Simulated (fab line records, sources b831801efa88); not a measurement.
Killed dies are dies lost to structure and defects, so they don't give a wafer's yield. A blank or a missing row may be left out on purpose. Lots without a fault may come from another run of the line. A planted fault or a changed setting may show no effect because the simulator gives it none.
Which tool did it? | flow gf180mcu | 6 lots, 18 wafers sampled, at 2 steps of a route of 602

WHAT THE GAUGES READ, wafer by wafer
GF_V3_BOW_MEAS_05.
lot  | measured     | on            | V3_BOW (um)
L496 | day 21 19:37 | film_metro-02 | 114 105 117
L498 | day 22 12:58 | film_metro-04 | 127 123 126
L501 | day 23 17:13 | film_metro-02 | 112 110 104
L510 | day 26 18:28 | film_metro-03 | 131 116 122
L513 | day 27 14:45 | film_metro-02 | 121 101 105
L518 | day 28 23:37 | film_metro-03 | 124 115 127

WHICH TOOL RAN EACH LOT (tool, then ch and the chambers of the sampled wafers, then the start)
lot  | GF_V3_CMP_04
L496 | cmp-01 ch 2,3, day 21 19:22
L498 | cmp-02 ch 0,2,3, day 22 12:40
L501 | cmp-02 ch 0,1,3, day 23 17:01
L510 | cmp-01 ch 0,1,3, day 26 18:13
L513 | cmp-01 ch 0,3, day 27 14:28
L518 | cmp-01 ch 2,3, day 28 23:19
- GF_V3_CMP_04: polishes SiO2.

THE ANSWER, worked out from the rows above alone
Rule: what is usual is taken from the lots themselves. Put in order of their means at a reading, lots are off if they are a third of the lots or fewer, leave a main group of 4 or more, and stand apart from it by a gap of 3 or more times the standard deviation of the main group's means; of several such gaps the widest counts. A main group whose means are all the same, to the digits that the tables above print for the reading, isn't used. A lot without any number at a reading at which 4 lots or more have one is off too. The other lots that the step has rows for count as sound.
No lot is off at any reading shown: from this, nothing can be told.

WHAT THE SIMULATOR HAD PUT IN
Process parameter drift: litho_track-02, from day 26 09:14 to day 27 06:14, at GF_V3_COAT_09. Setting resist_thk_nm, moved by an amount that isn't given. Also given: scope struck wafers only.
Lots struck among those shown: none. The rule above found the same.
